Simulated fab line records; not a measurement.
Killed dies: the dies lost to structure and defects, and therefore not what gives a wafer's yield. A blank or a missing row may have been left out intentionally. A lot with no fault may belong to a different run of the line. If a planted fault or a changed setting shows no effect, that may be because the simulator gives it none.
The tool behind it: which one? ; flow gf180mcu ; 14 lots, 42 wafers sampled, at 4 steps of a route of 602

## WHAT EACH GAUGE READ, for each wafer
GF_V1_OVL_MEAS_15.
lot;measured;on;V1_OVL (nm)
L751;day 18 00:37;overlay-01;-2 -3 4
L753;day 18 19:58;overlay-01;-13 -7 -4
L755;day 19 19:34;overlay-01;-14 -8 -12
L758;day 20 18:20;overlay-01;-9 -9 -15
L759;day 21 11:06;overlay-01;-2 -2 -5
L760;day 21 15:13;overlay-01;-5 0 -3
L761;day 22 00:22;overlay-02;5 1 -4
L763;day 22 16:02;overlay-01;-3 -7 5
L764;day 23 07:01;overlay-01;-7 2 -4
L765;day 23 10:01;overlay-02;-2 -8 -5
L766;day 23 18:43;overlay-01;-6 -5 -4
L767;day 24 03:31;overlay-01;-3 -6 -3
L768;day 24 06:40;overlay-02;-1 -4 -7
L773;day 25 18:24;overlay-02;1 -1 -3

GF_M2_OVL_MEAS_15.
lot;measured;on;M2_OVL (nm)
L751;day 19 01:19;overlay-02;-2 -6 -3
L753;day 19 22:13;overlay-02;3 1 4
L755;day 20 21:22;overlay-02;11 -2 14
L758;day 21 20:16;overlay-01;9 6 7
L759;day 22 12:15;overlay-02;-2 -2 3
L760;day 22 16:13;overlay-01;3 -2 -4
L761;day 23 01:23;overlay-02;10 4 9
L763;day 23 16:49;overlay-01;15 13 8
L764;day 24 07:05;overlay-02;7 7 12
L765;day 24 09:16;overlay-02;14 3 4
L766;day 24 18:07;overlay-02;5 6 9
L767;day 25 02:20;overlay-01;-2 -4 -3
L768;day 25 05:46;overlay-01;12 8 12
L773;day 26 17:02;overlay-01;9 16 18

## WHICH TOOL RAN EACH LOT (tool, then ch and the chambers of the sampled wafers, then the start)
lot;GF_SALICIDE_RTA_08;GF_V1_CMP_26
L751;rtp-anneal-01 ch 0, day 15 01:21;cmp-01 ch 0,1, day 18 01:43
L753;rtp-anneal-01 ch 0, day 15 20:49;cmp-01 ch 1,2,3, day 18 21:03
L755;rtp-anneal-01 ch 0, day 16 18:31;cmp-02 ch 0,1,2, day 19 20:42
L758;rtp-anneal-02 ch 0, day 17 15:10;cmp-01 ch 0,1,3, day 20 19:26
L759;rtp-anneal-02 ch 0, day 18 08:52;cmp-01 ch 0,1, day 21 12:18
L760;rtp-anneal-02 ch 0, day 18 12:32;cmp-02 ch 0,1,3, day 21 16:19
L761;rtp-anneal-01 ch 0, day 18 20:43;cmp-01 ch 1,2,3, day 22 01:29
L763;rtp-anneal-01 ch 0, day 19 13:19;cmp-01 ch 1,2, day 22 17:29
L764;rtp-anneal-01 ch 0, day 20 04:50;cmp-01 ch 0,2,3, day 23 08:09
L765;rtp-anneal-01 ch 0, day 20 07:42;cmp-01 ch 0,1,2, day 23 11:07
L766;rtp-anneal-02 ch 0, day 20 18:20;cmp-02 ch 0,2,3, day 23 19:52
L767;rtp-anneal-01 ch 0, day 21 02:13;cmp-01 ch 0,1,2, day 24 04:37
L768;rtp-anneal-02 ch 0, day 21 06:23;cmp-01 ch 0,1,2, day 24 07:52
L773;rtp-anneal-01 ch 0, day 22 21:01;cmp-02 ch 2,3, day 25 19:31
- GF_SALICIDE_RTA_08: time 30 s.
- GF_V1_CMP_26: polishes, stops on SiO2, t overpolish 15 s, target thk 0 nm.

## WHAT THE TOOLS THEMSELVES READ (means of the sampled wafers that have a number; where no wafer has one, the mark that the record gives instead)
GF_SALICIDE_RTA_08.
lot;tool;lamp-power-pct (%);wafer_temp_C_max
L751;rtp-anneal-01;13.6;802.6
L753;rtp-anneal-01;13.7;802.7
L755;rtp-anneal-01;13.7;802.9
L758;rtp-anneal-02;18.9;803.0
L759;rtp-anneal-02;18.9;803.0
L760;rtp-anneal-02;18.9;803.6
L761;rtp-anneal-01;13.7;802.9
L763;rtp-anneal-01;13.7;802.8
L764;rtp-anneal-01;13.7;801.9
L765;rtp-anneal-01;13.6;803.5
L766;rtp-anneal-02;19.0;804.0
L767;rtp-anneal-01;13.7;802.2
L768;rtp-anneal-02;18.9;803.1
L773;rtp-anneal-01;13.6;802.0

GF_V1_CMP_26.
lot;tool;motor-current-A (A);overpolish-run-s (s);time-to-endpoint-s (s)
L751;cmp-01;11.7;14.987;84
L753;cmp-01;10.7;15.001;84
L755;cmp-02;10.5;15.010;85
L758;cmp-01;11.3;14.995;86
L759;cmp-01;11.1;14.993;91
L760;cmp-02;10.8;14.995;84
L761;cmp-01;10.8;15.010;84
L763;cmp-01;11.2;15.001;87
L764;cmp-01;11.0;14.994;88
L765;cmp-01;11.0;23.048;86
L766;cmp-02;11.0;15.002;88
L767;cmp-01;10.9;23.059;89
L768;cmp-01;10.7;23.052;82
L773;cmp-02;11.2;14.999;85

## THE ANSWER, worked out from the rows above alone
Rule: usual is defined by the lots themselves. Put in order of their means at a reading, lots are off if they are a third of the lots or fewer, leave a main group of 4 or more, and stand apart from it by a gap of 3 or more times the standard deviation of the main group's means; of several such gaps the widest counts. A main group is skipped when, at the precision printed for the reading in the tables above, its means are all equal. A lot without any number at a reading at which 4 lots or more have one is off too. Where the step has rows for the other lots, those lots are counted as sound. Order of review: gauges by route order, followed by the tools' own readings, for which a lot's mean as printed above is used. At the first step where some lot is off, the reading lying furthest off is the one used; lots without a number count as furthest.
Off: L765, L767, L768, at GF_V1_CMP_26 (overpolish-run-s). The main group: mean 14.999 s, standard deviation 0.0067.
If a tool, at that step or one of the process steps before it, ran each lot that is off and ran no sound lot following the first of them, it fits. One fits: cmp-01 at GF_V1_CMP_26. A fault onset in the window from L764 (day 23 08:09, its last sound lot) to L765 (day 23 11:07, its first lot off) fits.
The tool's own readings at GF_V1_CMP_26 bear it out: on the lots that are off they differ by more than 5 times the standard deviation of the sound lots' means. overpolish-run-s reads 23.053 s there against 14.999 s on the sound lots.

## WHAT THE SIMULATOR HAD PUT IN
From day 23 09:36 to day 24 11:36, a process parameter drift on cmp-01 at GF_V1_CMP_26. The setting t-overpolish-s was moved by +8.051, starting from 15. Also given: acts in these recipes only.
Lots struck among those shown: L765, L767, L768. The rule above reached the same finding.
